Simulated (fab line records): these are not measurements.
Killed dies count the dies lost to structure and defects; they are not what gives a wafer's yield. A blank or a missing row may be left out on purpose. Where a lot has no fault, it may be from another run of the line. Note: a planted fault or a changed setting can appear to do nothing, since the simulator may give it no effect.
Which tool is to blame? | flow sky130 | 36 wafers sampled from 12 lots at 1 step of a route of 708

== WHAT EACH GAUGE READ, for each wafer ==
SKY_FIELD_ISO_THK_MEAS_02.
lot  | measured    | on           | FIELD_ISO_OXIDATION_00_THK (nm)
L075 | day 1 17:30 | filmMetro-02 | 11.63 11.71 11.48
L077 | day 2 03:49 | filmMetro-01 | 11.91 11.99 12.28
L079 | day 2 12:38 | filmMetro-02 | 12.17 12.45 12.24
L081 | day 2 22:40 | filmMetro-02 | 11.95 12.03 12.09
L083 | day 3 09:28 | filmMetro-04 | 11.69 11.83 11.62
L085 | day 3 18:38 | filmMetro-02 | 11.97 11.79 11.60
L087 | day 4 04:38 | filmMetro-02 | 12.18 12.28 12.18
L089 | day 4 15:43 | filmMetro-01 | 11.84 12.02 12.24
L091 | day 5 01:51 | filmMetro-04 | 12.08 12.06 12.25
L093 | day 5 10:38 | filmMetro-01 | 11.87 11.90 12.01
L095 | day 5 20:38 | filmMetro-04 | 11.50 11.59 11.66
L097 | day 6 06:40 | filmMetro-01 | 11.97 12.27 12.05

== WHICH TOOL RAN EACH LOT (tool, then ch and the chambers of the sampled wafers, then the start) ==
Record: no process step prior to these readings.

== THE ANSWER, worked out from the rows above alone ==
Rule: what is usual is taken from the lots themselves. The widest of any qualifying gaps counts: lots, ordered by their means at a reading, are off when they make up no more than a third of the lots, leave a main group of 4 or more, and stand apart from it by 3 or more times the standard deviation of that group's means. The tables above print the reading to a certain number of digits; a main group whose means all agree to those digits is not used. Also off: a lot with no number at a reading for which 4 or more lots have one. Any other lot the step has rows for is counted as sound.
No lot is off on any of the readings shown, so nothing can be concluded from this.

== WHAT THE SIMULATOR HAD PUT IN ==
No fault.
